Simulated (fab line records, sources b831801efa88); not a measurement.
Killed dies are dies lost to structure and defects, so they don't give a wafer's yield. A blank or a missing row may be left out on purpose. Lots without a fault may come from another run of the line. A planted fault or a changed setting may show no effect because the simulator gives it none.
A struck lot beside a sound one | flow sky130 | 18 steps out of a route of 708
Sound: wafers L224.2, L224.3, L224.6. Struck: wafer L230.3. (L230.1, L230.5 of the same lot were not struck and are left out.) The cause comes at the end.
At each step with rows: each side's tool, then ch and its chambers, then its first start. Under that, the readings that differ: sound wafers | struck wafers | difference of the means | sigmas: that difference in standard deviations of wafers without a fault.
alike: readings whose means differ by less than 2 such deviations, and words and numbers that are the same on both sides. not compared: withheld readings, readings that some wafer has no value for, bounds like >300 that may hide the same value, and numbers for which the record gives no deviation and whose values overlap.
The two part at a step that has a row with sigmas, a row that says differs or no value, or rows on one side only. Numbers that don't overlap but have no deviation are shown without sigmas and don't part them. A reading that every wafer of one side lacks parts them only if that side has two wafers or more.

first, 3 steps without rows for these wafers: SKY_VIA2_EXPOSE_09 (exposes mask VIM2, target cd 200 nm); SKY_VIA2_PEB_10; SKY_VIA2_DEVELOP_11 (develop time 60 s).
SKY_VIA2_CD_MEAS_12: target cd 200 nm.
  sound on cd_sem-01, day 38 04:53; struck on cd_sem-02, day 39 01:00
  alike: cd_nm
SKY_VIA2_OVL_MEAS_13:
  sound on overlay-02, day 38 05:00; struck on overlay-01, day 39 01:07
  alike: VIA2_OVL
SKY_VIA2_ETCH_14: etches BARC in N2/H2, stops on SiO2, time 45.9 s, target depth 60 nm.
  sound on rie_diel-03 ch 0,2, day 38 05:02; struck on rie_diel-03 ch 1, day 39 01:09
  reading                     | sound       | struck | difference | sigmas
  drypump_motor_current_A (A) | 5.4 4.9 4.9 | 6.4    | +1.3       | +3
  alike: oes_product_au, throttle_valve_pct
  not compared: rf_hours_counter_h
SKY_VIA2_ETCH_15: etches SiO2 in C4F8/O2/Ar, stops on TiN, target depth 546 nm, time 84 s.
  sound on rie_diel-03 ch 0,2, day 38 05:04; struck on rie_diel-03 ch 1, day 39 01:11
  alike: oes_product_au
  not compared: rf_hours_counter_h
SKY_VIA2_STRIP_16: strips in O2/N2.
  sound on plasma_asher-01 ch 0,1, day 38 05:08; struck on plasma_asher-01 ch 0, day 39 01:16
  reading               | sound             | struck | difference | sigmas
  oes_product_au (a.u.) | 0.405 0.406 0.404 | 0.394  | -0.011     | -2
  alike: drypump_motor_current_A, strip_time_to_endpoint_s
  not compared: rf_hours_counter_h
then, 3 steps without rows for these wafers: SKY_VIA2_STRIP_17 (strips in post etch residue remover, time 1200 s); SKY_VIA2_CLEAN_18 (cleans in IPA, time 180 s); SKY_VIA2_CLEAN_19 (cleans in O3/DIW).
SKY_VIA2_SPUTTER_20: material TiN, target thk 20 nm, time 80 s.
  sound on pvd_sputter-03, day 38 05:44; struck on pvd_sputter-04, day 39 01:53
  alike: throttle_valve_pct
SKY_VIA2_CVD_21: deposits W, target thk 420 nm, time 126.4 s.
  sound on cvd_w-02 ch 1, day 38 05:47; struck on cvd_w-01 ch 0, day 39 01:56
  reading                            | sound           | struck | difference | sigmas
  model.W_of_VIA2_CVD_21.thk_nm (nm) | 425 425.1 426.5 | 192    | -234       |
  alike: heater_power_w
SKY_VIA2_RS_MEAS_22: measures by four-point-probe.
  sound on film_metro-01, day 38 05:56; struck on film_metro-02, day 39 02:04
  reading            | sound             | struck | difference | sigmas
  VIA2_W_RS (ohm/sq) | 0.269 0.269 0.268 | 0.603  | +0.334     | +98
SKY_VIA2_THK_MEAS_23: measures by xrf.
  sound on film_metro-01, day 38 06:03; struck on film_metro-02, day 39 02:11
  reading         | sound       | struck | difference | sigmas
  VIA2_W_THK (nm) | 407 412 412 | 188    | -222       | -37
SKY_VIA2_CMP_24: polishes, stops on SiO2, t overpolish 20 s, target thk 0 nm.
  sound on cmp-01 ch 0,1,3, day 38 06:12; struck on cmp-02 ch 0, day 39 02:18
  reading                | sound      | struck | difference | sigmas
  time_to_endpoint_s (s) | 100 109 99 | 48     | -55        | -9
  alike: motor_current_A
SKY_METAL3_SPUTTER_00: material Ti, target thk 15 nm, time 10 s.
  sound on pvd_sputter-01, day 38 06:24; struck on pvd_sputter-01, day 39 02:33
  alike: throttle_valve_pct
-- the record jumps here: 9 days lie between the struck wafers' starts before and after (it left off in module METAL3 and takes up again in module PAD_OPEN, whose first step shown is number 708 of the route) --
SKY_PAD_OPEN_PROBE_99:
  sound on prober-02, day 47 20:23; struck on prober-01, day 48 12:00
  reading            | sound    | struck | difference | sigmas
  killed_at_M0_to_M3 | 39 39 43 | 62     | +22        | +3
  alike: defect_limited_yield, killed_at_M4_up, killed_at_contacts, killed_at_front_end, killed_at_other, killed_dies, killed_open, killed_short, sort_bin_3_pad_short, sort_bin_5_function, sort_bin_6_memory, sort_n_pass, sort_yield_pct

WHERE THEY PART
First at SKY_VIA2_ETCH_14; last, within this record, at SKY_PAD_OPEN_PROBE_99.

WHY: what the simulator had put in
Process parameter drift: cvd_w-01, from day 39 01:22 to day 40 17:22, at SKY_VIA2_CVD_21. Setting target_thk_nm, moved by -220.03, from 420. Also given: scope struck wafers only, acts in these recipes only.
